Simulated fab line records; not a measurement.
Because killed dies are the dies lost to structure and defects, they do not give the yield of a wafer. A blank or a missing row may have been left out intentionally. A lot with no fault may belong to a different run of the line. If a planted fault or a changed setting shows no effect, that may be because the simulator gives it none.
The same fault as seen by 2 desks | flow sfq-line | every desk sees just its own numbers, and what lay behind them comes last

FOR THE TOOL OWNER'S DESK: krf-scanner-02
The tool's own readings at SFQ_TRILAYER_I4_VIA_LITHO_EXPOSE_104 (exposes mask I4, target cd 700 nm): means of the sampled wafers that have a number, for each lot that ran on this tool. Any lot whose mean is over 4 standard deviations away from the usual mean is out of limits and marked OUT; that distance is given in the brackets.
Columns: A = exposure-dose-mJ-cm2 at SFQ_TRILAYER_I4_VIA_LITHO_EXPOSE_104, usual 21.296
lot  | first seen here | A
L440 | day 54 23:36    | 21.322
L442 | day 57 04:39    | 18.874 (-99 or more) OUT
L443 | day 57 07:15    | 18.888 (-99 or more) OUT
L444 | day 57 15:39    | 18.857 (-99 or more) OUT
Finding of this desk: L442, L443, L444 out of limits; the first was L442 at day 57 04:39, on exposure-dose-mJ-cm2 at SFQ_TRILAYER_I4_VIA_LITHO_EXPOSE_104. L440: within limits.

FROM THE METROLOGY DESK
What the gauges read for every lot (on any tool): the sampled wafers with a number, averaged. Any lot whose mean is over 4 standard deviations away from the usual mean is out of limits and marked OUT; that distance is given in the brackets.
Columns: A = M4_OVL at SFQ_M4_OVL_MEAS_926, usual 2 nm; B = I4_BOW at SFQ_I4_BOW_MEAS_927, usual 6 um; C = I4_OVL at SFQ_I4_OVL_MEAS_928, usual 2 nm
lot  | first seen here | A  | B  | C
L432 | day 45 16:52    | 10 | 2  | -6
L433 | day 45 21:35    | 0  | 9  | 4
L440 | day 49 08:24    | 8  | 7  | -2
L442 | day 51 03:17    | 6  | 14 | 11
L443 | day 51 04:29    | 3  | 3  | -2
L444 | day 51 10:37    | 2  | 6  | -7
L449 | day 52 05:01    | 0  | 16 | 10
This desk's verdict: no lot among the 7 shows anything out of limits.

BROUGHT TOGETHER
An alarm could have come from the tool owner's desk at day 57 04:39, on L442, L443, L444.
Metrology desk: nothing out of limits seen.
The metrology desk has L442, L443, L444 on record, within its limits.
On krf-scanner-02, each named lot ran SFQ_TRILAYER_I4_VIA_LITHO_EXPOSE_104.

WHAT THE SIMULATOR HAD PUT IN
Process parameter drift: krf-scanner-02, from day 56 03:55 on, at SFQ_TRILAYER_I4_VIA_LITHO_EXPOSE_104. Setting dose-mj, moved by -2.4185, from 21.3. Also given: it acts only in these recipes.
Struck lots among those shown: L442, L443, L444.
How many hours passed from the start of the fault until each desk's first out-of-limits reading: the tool owner's desk, 25.
